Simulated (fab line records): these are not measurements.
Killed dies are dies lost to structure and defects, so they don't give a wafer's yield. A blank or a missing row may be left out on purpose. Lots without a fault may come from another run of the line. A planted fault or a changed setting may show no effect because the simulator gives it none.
A lot that was struck, set against a sound lot    flow gf180mcu    23 out of 602 route steps
Sound: the wafers L700.3, L700.4, L700.6. Wafers struck: L694.2, L694.3, L694.4. Last of all comes the cause.
Per side, at each step with rows, come the tool, then ch with its chambers, and then its first start. Under that, the readings that differ: sound wafers    struck wafers    difference of the means    sigmas: that difference in standard deviations of wafers without a fault.
alike: words and numbers the same on both sides, and readings whose means are apart by under 2 such deviations; not compared: readings that were withheld, readings missing a value for some wafer, numbers with overlapping values and no deviation given by the record, and bounds like >300 which may hide the same value.
A row with sigmas, a row that says differs or no value, or rows on one side alone: a step with any of these is where the two part. When numbers do not overlap yet have no deviation, they are printed without sigmas and do not part them. A reading that every wafer of one side lacks parts them only if that side has two wafers or more.

first, 4 steps without rows for these wafers: GF_NSD_SOFTBAKE_03 (time 60 s); GF_NSD_EXPOSE_04 (exposes mask Nplus, target cd 400 nm); GF_NSD_PEB_05; GF_NSD_DEVELOP_06 (develop time 60 s).
GF_NSD_CD_MEAS_07: the cd target is 400 nm.
  struck on cdSem-01, day 17 23:19; sound on cdSem-01, day 20 10:50
  alike: cdNm
GF_NSD_OVL_MEAS_08:
  struck on overlay-01, day 17 23:25; sound on overlay-01, day 20 10:56
  alike: NSD_OVL
then, 2 steps without rows for these wafers: GF_NSD_IMPLANT_09; GF_NSD_IMPLANT_10.
GF_NSD_STRIP_11: strips in O2/N2.
  sound on plasmaAsher-01 ch 0,1, day 20 11:17; struck on plasmaAsher-02 ch 0,1, day 17 23:45
reading                   sound        struck       difference  sigmas
drypumpMotorCurrentA (A)  6.3 6.1 6.1  5.4 4.7 5.4  -1.0        -2
  alike: heaterPowerW, oesProductAu, stripTimeToEndpointS
  not compared: rfHoursCounterH
GF_NSD_TW_MEAS_12:
  struck on filmMetro-04, day 17 23:52; sound on filmMetro-02, day 20 11:22
  alike: NSD_TW
then, 2 steps without rows for these wafers: GF_PSD_DEHYDRATE_00 (time 60 s); GF_PSD_HMDS_01 (prime time 60 s).
GF_PSD_COAT_02: resist thk 1000 nm.
  sound on lithoTrack-02 ch 0, day 20 23:08; struck on lithoTrack-02 ch 0, day 18 11:07
reading                                  sound                 struck                difference  sigmas
spinSpeedRpm (rpm)                       3000.8 3001.7 2999.2  3715.2 3712.7 3709.9  +712.0      +99 or more
model.NOVOLAK_of_PSD_COAT_02.thkNm (nm)  1004 1002 1004        898.7 898.3 900.4     -104.2      
  alike: chillPlateTempC, exhaustPa
then, 3 steps without rows for these wafers: GF_PSD_SOFTBAKE_03 (time 60 s); GF_PSD_EXPOSE_04 (exposes mask Pplus, target cd 400 nm); GF_PSD_PEB_05.
GF_PSD_DEVELOP_06: develop time 60 s.
  sound on lithoTrack-04 ch 0, day 21 11:16; struck on lithoTrack-04 ch 0, day 18 22:50
reading                                  sound           struck           difference  sigmas
model.NOVOLAK_of_PSD_COAT_02.thkNm (nm)  1003 1002 1004  898.3 897.8 900  -104.3      
  alike: chillPlateTempC, exhaustPa
GF_PSD_CD_MEAS_07: the cd target is 400 nm.
  struck on cdSem-02, day 18 22:59; sound on cdSem-02, day 21 11:24
reading    sound              struck             difference  sigmas
cdNm (nm)  397.5 399.0 400.1  410.5 409.9 410.1  +11.3       +5
GF_PSD_OVL_MEAS_08:
  struck on overlay-01, day 18 23:05; sound on overlay-01, day 21 11:29
  alike: PSD_OVL
then, 1 step without rows for these wafers: GF_PSD_IMPLANT_09.
GF_PSD_STRIP_10: strips in O2/N2.
  sound on plasmaAsher-03 ch 0,1, day 21 11:42; struck on plasmaAsher-03 ch 0,1, day 18 23:16
reading                   sound              struck             difference  sigmas
oesProductAu (a.u.)       0.589 0.595 0.591  0.581 0.577 0.585  -0.011      -2
stripTimeToEndpointS (s)  16.57 16.53 16.57  15.38 15.37 15.37  -1.18       -31
  alike: drypumpMotorCurrentA, heaterPowerW
  not compared: rfHoursCounterH
GF_PSD_TW_MEAS_11:
  struck on filmMetro-02, day 18 23:23; sound on filmMetro-02, day 21 11:47
  alike: PSD_TW
GF_PASSIVATION_PROBE_99:
  the record has rows for the sound wafers here (prober-02, day 35 00:16) and none for the struck ones

== WHERE THEY PART ==
Last at GF_PASSIVATION_PROBE_99 as far as this record goes, first at GF_NSD_STRIP_11.

WHY: what had been put in by the simulator
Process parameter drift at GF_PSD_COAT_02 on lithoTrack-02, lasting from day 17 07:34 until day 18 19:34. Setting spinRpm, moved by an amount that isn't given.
